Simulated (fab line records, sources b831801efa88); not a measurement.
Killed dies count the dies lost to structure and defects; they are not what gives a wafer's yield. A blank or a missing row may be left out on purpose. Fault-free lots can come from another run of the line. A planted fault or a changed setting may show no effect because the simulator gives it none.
A lot that was struck, set against a sound lot | flow sky130 | 14 out of 708 route steps
Sound: these wafers, L923.1, L923.3, L923.4. Wafers L915.1, L915.5, L915.6 were the ones struck. The cause comes at the end.
Order at every step that has rows: each side's tool, ch and its chambers, its first start. Under that, the readings that differ: sound wafers | struck wafers | difference of the means | sigmas: that difference in standard deviations of wafers without a fault.
alike: readings whose means differ by less than 2 such deviations, and words and numbers that are the same on both sides. not compared: withheld readings, readings that some wafer has no value for, bounds like >300 that may hide the same value, and numbers for which the record gives no deviation and whose values overlap.
A row with sigmas, a row that says differs or no value, or rows on one side alone: a step with any of these is where the two part. Numbers that don't overlap but have no deviation are shown without sigmas and don't part them. A reading missing from all wafers of one side parts the sides only when that side holds two or more wafers.

first, 6 steps without rows for these wafers: SKY_METAL3_COAT_07 (resist thk 60 nm); SKY_METAL3_COAT_08 (resist thk 1140 nm); SKY_METAL3_SOFTBAKE_09 (time 90 s); SKY_METAL3_EXPOSE_10 (exposes mask MM3, target cd 300 nm); SKY_METAL3_PEB_11; SKY_METAL3_DEVELOP_12 (develop time 60 s).
SKY_METAL3_CD_MEAS_13: the cd target is 300 nm.
  sound: cd-sem-01 at day 44 05:22; struck: cd-sem-01 at day 42 00:58
  alike: cd-nm
SKY_METAL3_OVL_MEAS_14:
  sound: overlay-01 at day 44 05:29; struck: overlay-02 at day 42 01:05
  alike: METAL3_OVL
SKY_METAL3_DESCUM_15: chemistry O2, time 8 s.
  sound on rie-metal-01 ch 0,1, day 44 05:31; struck on rie-metal-04 ch 0,1, day 42 01:08
  alike: drypump-motor-current-A, oes-product-au
  not compared: rf-hours-counter-h
SKY_METAL3_ETCH_16: etches BARC in N2/H2, stops on SiO2, time 88.2 s, target depth 60 nm.
  sound on rie-metal-01 ch 0,1, day 44 05:33; struck on rie-metal-04 ch 0,1, day 42 01:10
  alike: drypump-motor-current-A, oes-product-au, throttle-valve-pct
  not compared: rf-hours-counter-h
SKY_METAL3_ETCH_17: etches SiO2 in C4F8/O2/Ar, stops on TiN, time 3.9 s, target depth 15 nm.
  sound on rie-diel-02 ch 0,1,2, day 44 05:39; struck on rie-diel-03 ch 0,1, day 42 01:16
  reading               | sound             | struck            | difference | sigmas
  oes-product-au (a.u.) | 0.760 0.755 0.764 | 0.743 0.741 0.752 | -0.014     | -2
  not compared: rf-hours-counter-h
SKY_METAL3_METAL_ETCH_18: etches the open film in Cl2/BCl3, stops on SiO2, target depth 845 nm, time 183.1 s.
  sound on rie-metal-02 ch 0,1, day 44 05:40; struck on rie-metal-01 ch 0,1, day 42 01:17
  alike: drypump-motor-current-A, oes-product-au, throttle-valve-pct
  not compared: rf-hours-counter-h
SKY_METAL3_STRIP_19: strips in O2/N2.
  sound on plasma-asher-03 ch 0,1, day 44 05:51; struck on plasma-asher-01 ch 0,1, day 42 01:28
  no value came back on the struck wafers for chamber-pressure-mTorr (mTorr), drypump-motor-current-A (A), oes-product-au (a.u.), strip-time-to-endpoint-s (s); on the sound wafers chamber-pressure-mTorr (mTorr) reads 1501.5 1499.8 1500.2
  reading                                       | sound | struck            | difference | sigmas
  model.KrF-thick_of_METAL3_COAT_08.thk-nm (nm) | 0 0 0 | 517.1 529.7 518.3 | +521.7     |
  not compared: rf-hours-counter-h
then, 1 step without rows for these wafers: SKY_METAL3_STRIP_20 (strips in post etch residue remover, time 1200 s).

== WHERE THEY PART ==
First at SKY_METAL3_ETCH_17; last, within this record, at SKY_METAL3_STRIP_19.

WHY: what the simulator had put in
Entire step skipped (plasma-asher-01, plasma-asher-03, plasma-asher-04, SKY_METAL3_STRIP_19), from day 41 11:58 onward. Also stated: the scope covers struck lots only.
